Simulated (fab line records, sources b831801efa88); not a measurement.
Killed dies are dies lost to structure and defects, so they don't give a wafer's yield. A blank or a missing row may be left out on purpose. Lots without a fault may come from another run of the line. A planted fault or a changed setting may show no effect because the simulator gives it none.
fab line records | flow gf180mcu
record lots=14 wafers=42 last_day=34
route steps=602 shown CONTACT@302 M1@320
lots that met no fault: from a run of the same line without faults
start_h: hours from the record's first day to the start of the lot's first wafer shown | wait_h: hours since the lot's step before | " the same as in the row above | L1.1+2: a row that stands for several wafers | - no value, or no start given | * or withheld: withheld | < > ~ a bound
route shown NAME@n: a module of which the file shows steps, and the number in the route of the first | usual: mean/standard deviation of fault-free wafers | same: alike in all rows | chamber/n: place in a boat | sites: the reading at each site | _std_site: their standard deviation | _edge_site: outer sites' mean less inner sites' | radius_mm: how far each site lies from the wafer's centre | mask NAME#n: copy n | behind: the tool/chamber that last shaped the wafer | hold: why the lot was held/for how many hours/how that ended | device: the transistor (n, p or np) that didn't switch | end of line: the same wafers' tests at the end of the route | a step without rows: its recipe alone | killed: dies lost to structure and defects at the first sort, not the wafer's yield | map: a wafer's dies, x killed, . not, _ none there
set.NAME: the setting as run; set.NAME@STEP: as run at that earlier step | model.NAME: the simulator's own value behind a step, which no gauge read
steps of the route over a sample of lots; a table a step, a row a wafer
services: from which hour (start_h, from the record's first day; less than 0 if before it) a tool's chamber was out of use, for how many hours, and why
## steps
# step GF_CONTACT_OVL_MEAS_15
# usual CONTACT_OVL=-4/6
# columns lot.wafer tool chamber start_h wait_h CONTACT_OVL[nm]
L742.2 overlay-01 - 395.46 0.1 -5
L742.4 " - " " -4
L742.5 " - " " -9
L744.3 overlay-02 - 398.02 0.1 -20
L744.5 " - " " -15
L744.6 " - " " -17
L745.3 overlay-01 - 416.52 0.1 -1
L745.5 " - " " -7
L745.6 " - " " -3
L747.2 overlay-01 - 427.98 0.1 1
L747.3 " - " " 1
L747.6 " - " " 2
L748.3 overlay-01 - 434.91 0.1 -3
L748.4 " - " " -4
L748.6 " - " " -5
L749.3 overlay-02 - 442.77 0.1 -11
L749.4 " - " " -7
L749.5 " - " " -17
L750.1 overlay-01 - 447.84 0.1 -5
L750.5 " - " " -2
L750.6 " - " " -9
L751.1 overlay-01 - 462.85 0.1 -4
L751.4 " - " " -4
L751.6 " - " " -15
L752.1 overlay-02 - 465.44 0.1 -11
L752.4 " - " " -2
L752.5 " - " " -8
L753.2 overlay-01 - 479.05 0.1 5
L753.3 " - " " -1
L753.4 " - " " 1
L760.2 overlay-01 - 536.26 0.1 -2
L760.4 " - " " -7
L760.5 " - " " -4
L761.2 overlay-02 - 545.76 0.1 -3
L761.4 " - " " -8
L761.5 " - " " -8
L762.3 overlay-01 - 550.69 0.1 -5
L762.4 " - " " -2
L762.6 " - " " 1
L763.1 overlay-02 - 559.56 0.1 -5
L763.3 " - " " -4
L763.4 " - " " -8
# step GF_CONTACT_ETCH_17
# recipe chemistry=C4F8/O2/Ar mask_material=KrF target=SiO2 stop_on=CoSi2 source_w=1500 bias_w=1200 pressure_mtorr=40 c4f8_flow_sccm=withheld O2_flow_sccm=6 Ar_flow_sccm=300 time_s=withheld target_depth_a=8600
# usual bias_w=1199/3.2 chamber_pressure_mTorr=40.00/0.039 oes_product_au=0.815/0.0045
# columns lot.wafer tool chamber start_h wait_h bias_w chamber_pressure_mTorr oes_product_au
L742.2 rie_diel-04 1 - - 1197 40.02 0.817
L742.4 " 0 " " 1198 40.01 0.818
L742.5 " 1 " " 1202 40.02 0.819
L744.3 rie_diel-04 1 - - 1199 39.97 0.816
L744.5 " 2 " " 1196 39.94 0.814
L744.6 " 1 " " 1202 40.02 0.810
L745.3 rie_diel-04 3 - - 1195 39.97 0.814
L745.5 " 3 " " 1199 39.97 0.809
L745.6 " 0 " " 1196 39.99 0.816
L747.2 rie_diel-04 0 - - 1197 39.98 0.820
L747.3 " 3 " " 1198 40.02 0.817
L747.6 " 3 " " 1206 39.98 0.819
L748.3 rie_diel-03 0 - - 1198 40.04 0.820
L748.4 " 2 " " 1200 39.97 0.807
L748.6 " 2 " " 1202 40.01 0.824
L749.3 rie_diel-03 1 - - 1202 40.03 0.811
L749.4 " 3 " " 1202 40.05 0.815
L749.5 " 0 " " 1200 40.02 0.812
L750.1 rie_diel-01 2 - - 1202 40.02 0.811
L750.5 " 0 " " 1199 40.09 0.807
L750.6 " 1 " " 1203 40.00 0.818
L751.1 rie_diel-04 1 - - 1203 39.98 0.807
L751.4 " 1 " " 1196 39.96 0.818
L751.6 " 0 " " 1203 40.02 0.823
L752.1 rie_diel-03 3 - - 1199 40.05 0.814
L752.4 " 0 " " 1198 39.99 0.810
L752.5 " 0 " " 1205 39.95 0.813
L753.2 rie_diel-04 2 - - 1203 39.99 0.822
L753.3 " 3 " " 1198 40.05 0.814
L753.4 " 1 " " 1200 39.99 0.818
L760.2 rie_diel-03 0 - - 1207 40.01 0.818
L760.4 " 3 " " 1198 40.05 0.816
L760.5 " 0 " " 1200 40.01 0.813
L761.2 rie_diel-03 1 - - 1202 39.98 0.815
L761.4 " 0 " " 1200 40.01 0.816
L761.5 " 0 " " 1202 40.06 0.813
L762.3 rie_diel-03 2 - - 1189 40.06 0.809
L762.4 " 0 " " 1197 40.01 0.818
L762.6 " 1 " " 1203 40.06 0.813
L763.1 rie_diel-01 2 - - 1196 39.98 0.822
L763.3 " 0 " " 1198 39.97 0.824
L763.4 " 3 " " 1204 39.96 0.821
# step GF_M1_RS_MEAS_05
# recipe thk_meas_gauge=four-point-probe reads=TiN_of_M1_SPUTTER_04+Ti_of_M1_SPUTTER_03+AlCu_of_M1_SPUTTER_02+TiN_of_M1_SPUTTER_01+Ti_of_M1_SPUTTER_00
# usual M1_ALCU_RS=0.0696/0.00074
# columns lot.wafer tool chamber start_h wait_h M1_ALCU_RS[ohm/sq]
L742.2 film_metro-04 - 396.97 0.0 0.0690
L742.4 " - " " 0.0690
L742.5 " - " " 0.0697
L744.3 film_metro-04 - 399.53 0.1 0.0700
L744.5 " - " " 0.0697
L744.6 " - " " 0.0697
L745.3 film_metro-04 - 417.94 0.1 0.0706
L745.5 " - " " 0.0708
L745.6 " - " " 0.0704
L747.2 film_metro-01 - 429.39 0.0 0.0685
L747.3 " - " " 0.0685
L747.6 " - " " 0.0689
L748.3 film_metro-04 - 436.33 0.1 0.0704
L748.4 " - " " 0.0707
L748.6 " - " " 0.0705
L749.3 film_metro-01 - 444.19 0.1 0.0689
L749.4 " - " " 0.0696
L749.5 " - " " 0.0693
L750.1 film_metro-03 - 449.34 0.0 0.0696
L750.5 " - " " 0.0701
L750.6 " - " " 0.0702
L751.1 film_metro-03 - 464.25 0.0 0.0690
L751.4 " - " " 0.0687
L751.6 " - " " 0.0682
L752.1 film_metro-03 - 466.84 0.0 0.0701
L752.4 " - " " 0.0703
L752.5 " - " " 0.0696
L753.2 film_metro-01 - 480.47 0.0 0.0695
L753.3 " - " " 0.0695
L753.4 " - " " 0.0701
L760.2 film_metro-04 - 538.26 0.0 0.0696
L760.4 " - " " 0.0696
L760.5 " - " " 0.0689
L761.2 film_metro-04 - 547.17 0.0 0.0689
L761.4 " - " " 0.0695
L761.5 " - " " 0.0685
L762.3 film_metro-04 - 552.11 0.1 0.0701
L762.4 " - " " 0.0709
L762.6 " - " " 0.0712
L763.1 film_metro-01 - 560.99 0.0 0.0709
L763.3 " - " " 0.0700
L763.4 " - " " 0.0705
# step GF_M1_METAL_ETCH_16
# recipe chemistry=Cl2/BCl3 mask_material=KrF target_depth_nm=627.5 stop_on=SiO2 pressure_mtorr=8 icp_w=800 bias_w=140 Cl2_flow_sccm=80 bcl3_flow_sccm=40 time_s=104.6
# usual bcl3_flow_sccm=40.02/0.13 bias_w=140.1/0.4 drypump_motor_current_A=5.85/0.2 oes_product_au=0.972/0.0066 throttle_valve_pct=28.250/0.011
# columns lot.wafer tool chamber start_h wait_h bcl3_flow_sccm bias_w drypump_motor_current_A oes_product_au rf_hours_counter_h throttle_valve_pct
L742.2 rie_metal-02 0 420.31 0.0 40.17 140.2 5.83 0.980 12 28.239
L742.4 " 1 " " 39.97 140.3 5.62 0.981 - 28.237
L742.5 " 0 " " 39.97 140.1 5.82 0.973 - 28.248
L744.3 rie_metal-03 1 423.30 0.1 40.31 140.8 6.18 0.958 - 28.248
L744.5 " 0 " " 39.87 140.2 5.82 0.967 - 28.253
L744.6 " 1 " " 40.12 140.1 6.21 0.964 - 28.255
L745.3 rie_metal-02 1 442.09 0.1 39.95 139.5 5.64 0.961 - 28.251
L745.5 " 0 " " 39.94 140.8 5.81 0.958 - 28.253
L745.6 " 1 " " 39.98 139.7 5.63 0.965 - 28.250
L747.2 rie_metal-01 0 454.21 0.0 40.15 140.2 5.93 0.981 2 28.235
L747.3 " 0 " " 40.18 140.9 5.98 0.986 - 28.244
L747.6 " 0 " " 40.06 140.0 5.96 0.974 - 28.244
L748.3 rie_metal-03 0 460.94 0.1 40.02 139.0 5.76 0.959 - 28.254
L748.4 " 1 " " 39.94 140.0 6.23 0.967 - 28.274
L748.6 " 1 " " 40.11 140.2 6.22 0.973 - 28.250
L749.3 rie_metal-03 1 468.64 0.1 40.05 139.7 6.23 0.973 - 28.245
L749.4 " 0 " " 39.92 140.5 5.78 0.966 - 28.250
L749.5 " 1 " " 39.81 139.9 6.21 0.965 - 28.248
L750.1 rie_metal-02 1 473.61 0.0 - - - - - -
L750.5 " 1 " " - - - - - -
L750.6 " 1 " " - - - - - -
L751.1 rie_metal-02 0 488.61 0.0 - - - - - -
L751.4 " 0 " " - - - - - -
L751.6 " 0 " " - - - - - -
L752.1 rie_metal-02 0 491.06 0.0 40.12 140.4 5.80 0.966 0 28.250
L752.4 " 0 " " 39.97 140.4 5.80 0.958 - 28.260
L752.5 " 0 " " 40.12 139.9 5.84 0.973 - 28.252
L753.2 rie_metal-02 0 505.00 0.1 40.11 140.0 5.80 0.976 - 28.239
L753.3 " 0 " " 39.98 140.5 5.80 0.971 - 28.246
L753.4 " 0 " " 39.99 140.6 5.80 0.973 - 28.248
L760.2 rie_metal-03 0 560.61 0.0 39.93 140.3 5.81 0.969 8 28.243
L760.4 " 0 " " 40.00 140.0 5.79 0.977 - 28.273
L760.5 " 0 " " 40.10 140.6 5.79 0.975 - 28.230
L761.2 rie_metal-01 0 569.85 0.0 40.12 139.8 5.94 0.983 5 28.239
L761.4 " 1 " " 40.03 139.5 5.61 0.975 - 28.247
L761.5 " 1 " " 39.99 139.9 5.61 0.976 - 28.233
L762.3 rie_metal-03 0 574.51 0.1 39.86 140.2 5.79 0.975 - 28.263
L762.4 " 0 " " 40.06 140.8 5.79 0.962 - 28.270
L762.6 " 0 " " 39.99 140.5 5.76 0.961 - 28.258
L763.1 rie_metal-02 1 582.45 0.0 40.14 140.1 5.61 0.972 2 28.246
L763.3 " 1 " " 40.10 139.6 5.62 0.966 - 28.243
L763.4 " 0 " " 40.19 139.7 5.83 0.962 - 28.267
# step GF_M1_STRIP_17
# recipe chemistry=O2/N2 power_w=1400 pressure_mtorr=1500 platen_temp_c=250 o2_flow_sccm=3000 n2_flow_sccm=300 overash_fraction=0.5
# usual drypump_motor_current_A=5.7/0.43 heater_power_w=356/20 oes_product_au=0.557/0.0051 strip_time_to_endpoint_s=7.86/0.047
# columns lot.wafer tool chamber start_h wait_h drypump_motor_current_A heater_power_w oes_product_au rf_hours_counter_h strip_time_to_endpoint_s
L742.2 plasma_asher-04 1 420.42 0.1 5.7 393 0.553 63 7.88
L742.4 " 1 " " 5.7 392 0.558 - 7.89
L742.5 " 0 " " 4.8 331 0.556 - 7.90
L744.3 plasma_asher-03 1 423.41 0.1 5.9 359 0.563 - 7.98
L744.5 " 0 " " 5.7 346 0.559 - 7.90
L744.6 " 1 " " 5.9 347 0.563 - 7.98
L745.3 plasma_asher-03 0 442.20 0.1 5.8 353 0.552 - 7.82
L745.5 " 0 " " 5.8 354 0.565 - 7.93
L745.6 " 1 " " 5.9 349 0.551 - 7.84
L747.2 plasma_asher-03 0 454.32 0.1 5.8 339 0.551 36 7.82
L747.3 " 0 " " 5.8 344 0.556 - 7.80
L747.6 " 1 " " 5.9 345 0.561 - 7.84
L748.3 plasma_asher-02 1 461.05 0.1 5.6 348 0.560 - 7.87
L748.4 " 0 " " 6.2 355 0.552 - 7.90
L748.6 " 1 " " 5.6 356 0.554 - 7.86
L749.3 plasma_asher-03 0 468.75 0.1 5.7 349 0.556 - 7.95
L749.4 " 1 " " 5.9 347 0.554 - 7.88
L749.5 " 1 " " 5.9 348 0.557 - 7.94
L750.1 plasma_asher-04 0 473.84 0.2 4.8 337 0.662 69 10.18
L750.5 " 1 " " 5.7 397 0.651 - 10.18
L750.6 " 0 " " 4.8 331 0.649 - 10.19
L751.1 plasma_asher-02 0 488.83 0.2 6.3 365 0.661 6 10.25
L751.4 " 1 " " 5.6 355 0.668 - 10.24
L751.6 " 1 " " 5.6 356 0.664 - 10.23
L752.1 plasma_asher-02 0 491.28 0.2 6.3 355 0.552 7 7.87
L752.4 " 0 " " 6.2 358 0.558 - 7.91
L752.5 " 1 " " 5.6 357 0.558 - 7.90
L753.2 plasma_asher-02 0 505.18 0.1 6.3 363 0.556 9 7.87
L753.3 " 0 " " 6.3 369 0.554 - 7.84
L753.4 " 1 " " 5.6 352 0.563 - 7.83
L760.2 plasma_asher-02 0 560.72 0.1 6.2 364 0.565 16 7.88
L760.4 " 1 " " 5.6 353 0.556 - 7.92
L760.5 " 0 " " 6.2 370 0.568 - 7.89
L761.2 plasma_asher-02 0 569.97 0.1 6.3 365 0.553 17 7.77
L761.4 " 1 " " 5.6 349 0.562 - 7.80
L761.5 " 1 " " 5.6 360 0.556 - 7.80
L762.3 plasma_asher-03 1 574.70 0.1 5.9 346 0.556 - 7.81
L762.4 " 0 " " 5.8 342 0.563 - 7.85
L762.6 " 0 " " 5.8 350 0.557 - 7.80
L763.1 plasma_asher-02 1 582.57 0.1 5.5 349 0.552 19 7.74
L763.3 " 1 " " 5.6 353 0.544 - 7.77
L763.4 " 0 " " 6.2 362 0.564 - 7.90
## services
# columns tool chamber start_h hours kind
rie_diel-01 3 379.69 4.1 repair
rie_diel-03 2 385.70 4.2 repair
rie_diel-03 - 388.23 0.3 repair
rie_diel-03 - 392.15 0.6 repair
rie_diel-01 1 394.46 1.4 repair
plasma_asher-03 - 400.08 7.3 repair
rie_metal-03 - 403.73 14.6 pm
plasma_asher-02 - 421.25 9.0 pm
plasma_asher-02 0 421.25 9.0 vent_cycle
plasma_asher-02 1 421.25 9.0 vent_cycle
plasma_asher-04 - 456.39 1.7 repair
rie_diel-01 - 461.98 28.1 pm
rie_diel-04 3 462.18 8.5 repair
rie_metal-01 - 501.77 2.2 repair
plasma_asher-03 - 508.81 15.6 pm
rie_diel-01 0 515.53 4.7 repair
rie_diel-03 3 517.00 5.1 repair
rie_diel-04 2 517.78 4.1 repair
rie_diel-04 1 545.01 6.7 repair
rie_diel-03 3 550.38 7.6 repair
rie_diel-03 - 551.67 4.4 repair
rie_diel-04 2 552.61 15.0 repair
rie_diel-01 - 563.12 4.3 pm
rie_metal-02 - 577.34 2.8 pm
## key
first_sign step=GF_M1_METAL_ETCH_16 reading=tool_record direction=missing
effect step=GF_M1_STRIP_17 reading=strip_time_to_endpoint_s direction=up sigmas=50 usual=* struck=*
met_at GF_M1_METAL_ETCH_16
struck_lots L750,L751
later_rows_left_out L750.1,L750.5,L750.6,L751.1,L751.4,L751.6
sort_left_out L750.1,L750.5,L750.6,L751.1,L751.4,L751.6
not_acting_at GF_CONTACT_OVL_MEAS_15,GF_CONTACT_ETCH_17,GF_M1_RS_MEAS_05
onset_between 442.09 473.61
fault kind=skipped_step_whole tool=rie_metal-02 chamber=- onset_h=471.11 steps=GF_M1_METAL_ETCH_16 scope=struck_lots_only
# sort_left_out: the simulated sort isn't trusted on such a fault, so these wafers' sort isn't shown, and their yield isn't known
# later_rows_left_out: the simulator's readings of these wafers behind a module that went badly wrong aren't trusted and aren't shown, but for the sort
